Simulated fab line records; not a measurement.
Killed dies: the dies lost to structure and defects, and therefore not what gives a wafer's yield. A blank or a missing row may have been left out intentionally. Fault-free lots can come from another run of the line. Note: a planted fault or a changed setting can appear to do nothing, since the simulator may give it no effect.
Chamber matching + flow sky130 + rie-diel-01 running SKY_VIA1_ETCH_15: 4 sister chambers
The step etches SiO2 in C4F8/O2/Ar, stops on TiN, target depth 351 nm, time 54 s. 4 wafers are shown with their chamber, then 10 later ones without.

EACH WAFER AND ITS CHAMBER
| wafer  | chamber | oes-product-au (a.u.) |
|--------|---------|-----------------------|
| L087.3 | 2       | 0.977                 |
| L089.5 | 3       | 0.983                 |
| L090.1 | 1       | 0.972                 |
| L090.2 | 0       | 0.978                 |

WAFERS WITH NO CHAMBER GIVEN
| wafer  | oes-product-au (a.u.) |
|--------|-----------------------|
| L090.6 | 0.984                 |
| L092.1 | 0.992                 |
| L092.3 | 0.980                 |
| L092.6 | 0.971                 |
| L093.1 | 0.981                 |
| L093.3 | 0.981                 |
| L093.4 | 0.974                 |
| L094.1 | 0.979                 |
| L094.2 | 0.983                 |
| L094.6 | 0.989                 |

WHICH CHAMBER EACH ONE RAN IN
| wafer  | from the rows above               | in truth |
|--------|-----------------------------------|----------|
| L090.6 | can't be placed: 3 or 0 or 2      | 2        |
| L092.1 | can't be placed: 3 or 0 or 2      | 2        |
| L092.3 | can't be placed: 0 or 2 or 3 or 1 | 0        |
| L092.6 | can't be placed: 1 or 2 or 0      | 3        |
| L093.1 | can't be placed: 3 or 0 or 2 or 1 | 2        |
| L093.3 | can't be placed: 3 or 0 or 2 or 1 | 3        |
| L093.4 | can't be placed: 1 or 2 or 0 or 3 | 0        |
| L094.1 | can't be placed: 0 or 2 or 3 or 1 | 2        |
| L094.2 | can't be placed: 3 or 0 or 2      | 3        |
| L094.6 | can't be placed: 3 or 0 or 2      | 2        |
Correct placement for 0 of the 10. These rows do not allow placing 10 (true chamber among the candidates in 9). Wrongly placed: 0.
How it was worked out, from the rows above alone: a wafer's distance from a chamber is the root of the sum, over the readings, of the square of ((its reading less the chamber's mean) divided by the reading's scatter). If the next closest chamber is less than 2 further off than the closest, the wafer can't be placed; otherwise it belongs to the closest. A chamber's mean is the mean of its shown wafers. The scatter: root of mean squared gap, hidden wafer to nearest shown wafer, with one shown wafer a chamber.
